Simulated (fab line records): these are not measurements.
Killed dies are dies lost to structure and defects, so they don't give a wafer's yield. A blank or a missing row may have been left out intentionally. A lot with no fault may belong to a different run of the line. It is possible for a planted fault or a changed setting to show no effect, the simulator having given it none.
A lot that was struck, set against a sound lot ; flow sky130 ; 16 out of 708 route steps
Sound: the wafers L604.2, L604.3, L604.4. Struck: wafer L618.3; the same lot's L618.4 was not struck, so it is left out; see the end for the cause.
Per side, at each step with rows, come the tool, then ch with its chambers, and then its first start. Under that, the readings that differ: sound wafers ; struck wafers ; difference of the means ; sigmas: that difference in standard deviations of wafers without a fault.
alike: a reading whose means differ by less than 2 such deviations, as well as words and numbers matching on both sides. not compared: withheld readings; readings where some wafer has no value; bounds like >300 that might hide an equal value; numbers whose values overlap and for which the record gives no deviation.
A row with sigmas, a row that says differs or no value, or rows on one side alone: a step with any of these is where the two part. When numbers do not overlap yet have no deviation, they are printed without sigmas and do not part them. A reading missing from all wafers of one side parts the sides only when that side holds two or more wafers.

first, 3 steps without rows for these wafers: SKY_METAL1_EXPOSE_12 (exposes mask MM1, target cd 140 nm); SKY_METAL1_PEB_13; SKY_METAL1_DEVELOP_14 (develop time 60 s).
SKY_METAL1_CD_MEAS_15 targets a cd of 140 nm.
  sound on cd_sem-02, day 33 07:38; struck on cd_sem-01, day 38 00:25
reading;sound;struck;difference;sigmas
cd_nm (nm);140.2 138.3 139.3;143.1;+3.8;+3
SKY_METAL1_OVL_MEAS_16:
  sound on overlay-01, day 33 07:44; struck on overlay-02, day 38 00:30
  alike: METAL1_OVL
SKY_METAL1_DESCUM_17: chemistry O2, time 8 s.
  sound on rie_metal-04 ch 0,1, day 33 07:46; struck on rie_metal-04 ch 0, day 38 00:32
  alike: drypump_motor_current_A, oes_product_au, temp_c
  not compared: rf_hours_counter_h
SKY_METAL1_ETCH_18: etches BARC in N2/H2, stops on SiO2, time 45.9 s, target depth 60 nm.
  sound on rie_metal-04 ch 0,1, day 33 07:48; struck on rie_metal-04 ch 0, day 38 00:34
  alike: drypump_motor_current_A, oes_product_au, throttle_valve_pct
  not compared: rf_hours_counter_h
SKY_METAL1_METAL_ETCH_19: etches the open film in Cl2/BCl3, stops on SiO2, target depth 360 nm, time 78 s.
  sound on rie_metal-04 ch 0,1, day 33 07:52; struck on rie_metal-04 ch 0, day 38 00:39
  alike: bcl3_flow_sccm, drypump_motor_current_A, oes_product_au, throttle_valve_pct
  not compared: rf_hours_counter_h
SKY_METAL1_STRIP_20: strips in O2/N2.
  sound on plasma_asher-03 ch 0,1, day 33 07:58; struck on plasma_asher-02 ch 1, day 38 00:44
  alike: drypump_motor_current_A, oes_product_au, strip_time_to_endpoint_s
  not compared: rf_hours_counter_h
then, 3 steps without rows for these wafers: SKY_METAL1_STRIP_21 (strips in post etch residue remover, time 1200 s); SKY_METAL1_CLEAN_22 (cleans in IPA, time 180 s); SKY_METAL1_CLEAN_23 (cleans in O3/DIW).
SKY_VIA1_HDPCVD_00: deposits SiO2, target thk 1030 nm, time 171.7 s.
  sound on hdpcvd-01 ch 1,2, day 33 08:33; struck on hdpcvd-02 ch 1, day 38 01:21
reading;sound;struck;difference;sigmas
run_length_s (s);199.6 199.7 199.3;230.6;+31.1;+97
model.SiO2_of_VIA1_HDPCVD_00.thk_nm (nm);1025 1028 1021;1212;+187;
SKY_VIA1_THK_MEAS_01:
  sound on film_metro-01, day 33 08:40; struck on film_metro-03, day 38 01:29
reading;sound;struck;difference;sigmas
VIA1_HDPCVD_THK (nm);1025 1028 1021;1212;+187;+20
SKY_VIA1_CMP_02: polishes SiO2.
  sound on cmp-01 ch 0,1,3, day 33 08:46; struck on cmp-02 ch 0, day 38 01:32
  alike: motor_current_A
then, 1 step without rows for these wafers: SKY_PAD_OPEN_PROBE_99.

WHERE THEY PART
Earliest at SKY_METAL1_CD_MEAS_15; latest, in this record, at SKY_VIA1_THK_MEAS_01. Later steps at which nothing parts them and some readings are alike: SKY_VIA1_CMP_02.

WHY: whatever the simulator had introduced
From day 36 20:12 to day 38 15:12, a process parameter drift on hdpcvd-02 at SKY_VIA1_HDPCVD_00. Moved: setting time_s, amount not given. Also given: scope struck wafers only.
